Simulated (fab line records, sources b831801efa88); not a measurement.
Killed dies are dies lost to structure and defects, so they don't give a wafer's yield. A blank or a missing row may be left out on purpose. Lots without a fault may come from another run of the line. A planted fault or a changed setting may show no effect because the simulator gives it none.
A struck lot beside a sound one | flow sky130 | 15 steps out of a route of 708
Sound: wafers L312.3, L312.5, L312.6. Struck: wafers L315.1, L315.3, L315.4. The cause comes at the end.
At each step with rows: each side's tool, then ch and its chambers, then its first start. Under that, the readings that differ: sound wafers | struck wafers | difference of the means | sigmas: that difference in standard deviations of wafers without a fault.
alike: readings whose means differ by less than 2 such deviations, and words and numbers that are the same on both sides. not compared: withheld readings, readings that some wafer has no value for, bounds like >300 that may hide the same value, and numbers for which the record gives no deviation and whose values overlap.
The two part at a step that has a row with sigmas, a row that says differs or no value, or rows on one side only. Numbers that don't overlap but have no deviation are shown without sigmas and don't part them. A reading that every wafer of one side lacks parts them only if that side has two wafers or more.

first, 1 step without rows for these wafers: SKY_GATE_OXIDE_OXIDATION_01 (stabilise 600 s, purge 300 s, target thk 10.268 nm).
SKY_GATE_OXIDE_THK_MEAS_02:
  sound on film_metro-03, day 13 16:48; struck on film_metro-03, day 13 20:46
  alike: GATE_OXIDE_OXIDATION_00_THK
then, 7 steps without rows for these wafers: SKY_GATE_OXIDE_DEHYDRATE_03 (time 60 s); SKY_GATE_OXIDE_HMDS_04 (prime time 60 s); SKY_GATE_OXIDE_COAT_05 (resist thk 1140 nm); SKY_GATE_OXIDE_SOFTBAKE_06 (time 60 s); SKY_GATE_OXIDE_EXPOSE_07 (exposes mask LVOM, target cd 600 nm); SKY_GATE_OXIDE_PEB_08; SKY_GATE_OXIDE_DEVELOP_09 (develop time 60 s).
SKY_GATE_OXIDE_OVL_MEAS_10:
  sound on overlay-02, day 14 16:41; struck on overlay-01, day 14 20:50
  alike: GATE_OXIDE_OVL
then, 2 steps without rows for these wafers: SKY_GATE_OXIDE_IMPLANT_11; SKY_GATE_OXIDE_WET_ETCH_12 (etches SiO2 in dHF, target depth 16.8 nm, time 336 s).
SKY_GATE_OXIDE_STRIP_13: strips in O2/N2.
  sound on plasma_asher-03 ch 0,1, day 14 17:01; struck on plasma_asher-01 ch 0,1, day 14 21:08
  reading                                         | sound             | struck            | difference                    | sigmas
  oes_product_au (a.u.)                           | 0.720 0.717 0.712 | 0.935 0.931 0.931 | +0.216                        | +49
  strip_time_to_endpoint_s (s)                    | 14.15 14.13 14.16 | - - -             | no value on the struck wafers |
  model.NOVOLAK_of_GATE_OXIDE_COAT_05.thk_nm (nm) | 0 0 0             | 452.7 453.3 453.2 | +453.1                        |
  alike: drypump_motor_current_A, n2_flow_sccm
  not compared: rf_hours_counter_h
SKY_GATE_OXIDE_TW_MEAS_14:
  sound on film_metro-04, day 14 17:05; struck on film_metro-03, day 14 21:14
  alike: GATE_OXIDE_TW
-- the record jumps here: 32 days lie between the struck wafers' starts before and after (it left off in module GATE_OXIDE and takes up again in module PAD_OPEN, whose first step shown is number 708 of the route) --
SKY_PAD_OPEN_PROBE_99:
  sound on prober-02, day 46 08:28; struck on prober-01, day 46 09:36
  reading             | sound    | struck      | difference | sigmas
  killed_at_front_end | 10 14 12 | 423 423 418 | +409       | +89
  killed_dies         | 91 96 85 | 492 492 492 | +401       | +42
  killed_on_rim       | 14 13 25 | 96 96 96    | +79        | +19
  alike: killed_at_M0_to_M3, killed_at_M4_up, killed_at_contacts, killed_at_other, killed_open, killed_short

WHERE THEY PART
First at SKY_GATE_OXIDE_STRIP_13; last, within this record, at SKY_PAD_OPEN_PROBE_99.

WHY: what the simulator had put in
Strip aborted: plasma_asher-01, from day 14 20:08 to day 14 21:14, at SKY_GATE_OXIDE_STRIP_13. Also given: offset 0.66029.
